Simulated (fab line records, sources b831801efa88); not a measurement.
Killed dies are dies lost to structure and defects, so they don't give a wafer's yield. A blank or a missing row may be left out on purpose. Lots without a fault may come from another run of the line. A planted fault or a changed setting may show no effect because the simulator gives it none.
Which tool did it? | flow sky130 | 13 lots, 39 wafers sampled, at 5 steps of a route of 708

WHAT THE GAUGES READ, wafer by wafer
SKY_LDD_N_OVL_MEAS_07. Usual: LDD_N_OVL 0.0 nm, standard deviation 1.3.
lot  | measured     | on         | LDD_N_OVL (nm) | flag
L311 | day 18 05:21 | overlay-02 | 2.3 0.7 2.4    |
L316 | day 19 22:35 | overlay-01 | 1.3 2.2 -0.1   |
L317 | day 20 13:26 | overlay-02 | -2.1 -0.8 -1.5 |
L318 | day 20 20:56 | overlay-01 | 1.8 0.1 0.6    |
L319 | day 21 06:38 | overlay-01 | 0.2 -1.0 -0.5  |
L320 | day 21 15:21 | overlay-01 | -1.3 1.0 0.4   |
L321 | day 21 22:24 | overlay-02 | 1.3 1.0 1.4    |
L322 | day 22 04:50 | overlay-02 | 1.0 0.5 -0.2   |
L323 | day 22 17:08 | overlay-01 | -1.1 -0.6 -0.5 |
L324 | day 22 18:57 | overlay-01 | -1.3 1.5 0.0   |
L325 | day 23 07:59 | overlay-02 | -2.6 -2.0 -0.1 |
L332 | day 26 04:44 | overlay-02 | 0.5 -0.1 -1.9  |
L333 | day 26 23:11 | overlay-02 | 0.9 0.4 2.4    |

SKY_LDD_HVP_OVL_MEAS_07. Usual: LDD_HVP_OVL -0.3 nm, standard deviation 1.2.
lot  | measured     | on         | LDD_HVP_OVL (nm) | flag
L311 | day 22 02:11 | overlay-02 | -0.3 -0.9 -1.6   |
L316 | day 23 18:14 | overlay-01 | 0.4 0.3 0.8      |
L317 | day 24 07:38 | overlay-02 | -1.3 0.9 -2.0    |
L318 | day 24 16:50 | overlay-01 | -1.2 -1.4 -1.3   |
L319 | day 25 00:47 | overlay-02 | -0.7 -0.8 0.3    |
L320 | day 25 09:23 | overlay-02 | 0.8 -0.3 0.0     |
L321 | day 25 17:36 | overlay-02 | 0.4 -0.9 -0.4    |
L322 | day 25 22:41 | overlay-02 | -0.4 -0.4 0.1    |
L323 | day 26 10:17 | overlay-01 | -1.4 0.9 1.6     |
L324 | day 26 10:59 | overlay-01 | 2.6 0.2 -0.2     |
L325 | day 26 23:47 | overlay-02 | -0.2 0.7 2.1     |
L332 | day 29 18:20 | overlay-02 | 0.8 -2.7 -0.7    |
L333 | day 30 13:41 | overlay-01 | 0.9 -0.7 -0.7    |

SKY_LDD_LDN_TW_MEAS_13. Usual: LDD_LDN_TW 1481, standard deviation 15.
lot  | measured     | on            | LDD_LDN_TW                    | flag
L311 | day 23 09:40 | film_metro-04 | 1481 1482 1481                |
L316 | day 25 00:46 | film_metro-02 | 1496 1500 1490                |
L317 | day 25 14:55 | film_metro-04 | 1485 1489 1492                |
L318 | day 25 23:23 | film_metro-04 | 1486 1484 1490                |
L319 | day 26 06:41 | film_metro-02 | 1487 1488 1489                |
L320 | day 26 15:11 | film_metro-04 | 1494 1475 1483                |
L321 | day 26 22:49 | film_metro-03 | 1560 1561 1567 1558 1568 1559 | OFF
L322 | day 27 03:53 | film_metro-02 | 1491 1488 1500                |
L323 | day 27 16:48 | film_metro-02 | 1591 1593 1589 1584 1591 1586 | OFF
L324 | day 27 16:48 | film_metro-04 | 1478 1492 1488                |
L325 | day 28 04:47 | film_metro-02 | 1498 1502 1499                |
L332 | day 30 22:31 | film_metro-03 | 1459 1456 1460                |
L333 | day 31 17:53 | film_metro-02 | 1485 1481 1490                |

SKY_POLY_CUT_OVL_MEAS_09. Usual: POLY_CUT_OVL -2 nm, standard deviation 5.4.
lot  | measured     | on         | POLY_CUT_OVL (nm) | flag
L311 | day 24 22:53 | overlay-01 | -1 -2 -4          |
L316 | day 26 07:46 | overlay-02 | -11 -3 -4         |
L317 | day 26 21:16 | overlay-01 | -3 4 2            |
L318 | day 27 06:19 | overlay-02 | 1 -3 -2           |
L319 | day 27 13:12 | overlay-01 | 2 2 -3            |
L320 | day 27 21:21 | overlay-01 | 2 -6 8            |
L321 | day 28 04:13 | overlay-02 | 1 -9 -14          |
L322 | day 28 09:13 | overlay-01 | 6 -6 2            |
L323 | day 29 02:42 | overlay-02 | -8 -4 -9          |
L324 | day 29 02:46 | overlay-01 | 4 -11 -6          |
L325 | day 29 10:18 | overlay-02 | 0 -9 1            |
L332 | day 32 04:33 | overlay-01 | -9 0 -4           |
L333 | day 32 22:34 | overlay-02 | 2 2 2             |

WHICH TOOL RAN EACH LOT (tool, then ch and the chambers of the sampled wafers, then the start)
lot  | SKY_LDD_LDN_IMPLANT_10
L311 | implanter-01 ch 0, day 23 09:17
L316 | implanter-01 ch 0, day 25 00:22
L317 | implanter-02 ch 0, day 25 14:31
L318 | implanter-02 ch 0, day 25 23:00
L319 | implanter-04 ch 0, day 26 06:17
L320 | implanter-01 ch 0, day 26 14:47
L321 | implanter-04 ch 0, day 26 22:08
L322 | implanter-04 ch 0, day 27 03:31
L323 | implanter-02 ch 0, day 27 16:06
L324 | implanter-01 ch 0, day 27 16:26
L325 | implanter-02 ch 0, day 28 04:23
L332 | implanter-01 ch 0, day 30 22:07
L333 | implanter-01 ch 0, day 31 17:31
- SKY_LDD_LDN_IMPLANT_10

WHAT THE TOOLS THEMSELVES READ (means of the sampled wafers that have a number; where no wafer has one, the mark that the record gives instead)
SKY_LDD_LDN_IMPLANT_10. Usual: rotation_deg 203.00 degrees, standard deviation 0.058.
lot  | tool         | rotation_deg (degrees) | flag
L311 | implanter-01 | 202.96                 |
L316 | implanter-01 | 202.99                 |
L317 | implanter-02 | 203.03                 |
L318 | implanter-02 | 203.02                 |
L319 | implanter-04 | 202.97                 |
L320 | implanter-01 | 202.97                 |
L321 | implanter-04 | 202.97                 |
L322 | implanter-04 | 203.00                 |
L323 | implanter-02 | 203.00                 |
L324 | implanter-01 | 202.97                 |
L325 | implanter-02 | 202.98                 |
L332 | implanter-01 | 203.03                 |
L333 | implanter-01 | 203.02                 |

THE ANSWER, worked out from the rows above alone
Rule: a lot is off if the mean of its wafers that have a number lies more than 3 standard deviations from the usual mean. A lot without any number at a reading at which 4 lots or more have one is off too. The other lots that the step has rows for count as sound. The gauges are gone through in route order, then the tools' own readings, and for those a lot's mean is taken as printed above. The first step at which some lot is off is used, and at that step the reading that is off furthest; a lot without a number counts as furthest.
Off: L321, L323, at SKY_LDD_LDN_TW_MEAS_13 (LDD_LDN_TW).
A tool fits if, at a process step before that reading, it ran every lot that is off, and no sound lot after the first of them. The gauges at SKY_LDD_LDN_TW_MEAS_13 are tried like those tools. None of those tried fits.

WHAT THE SIMULATOR HAD PUT IN
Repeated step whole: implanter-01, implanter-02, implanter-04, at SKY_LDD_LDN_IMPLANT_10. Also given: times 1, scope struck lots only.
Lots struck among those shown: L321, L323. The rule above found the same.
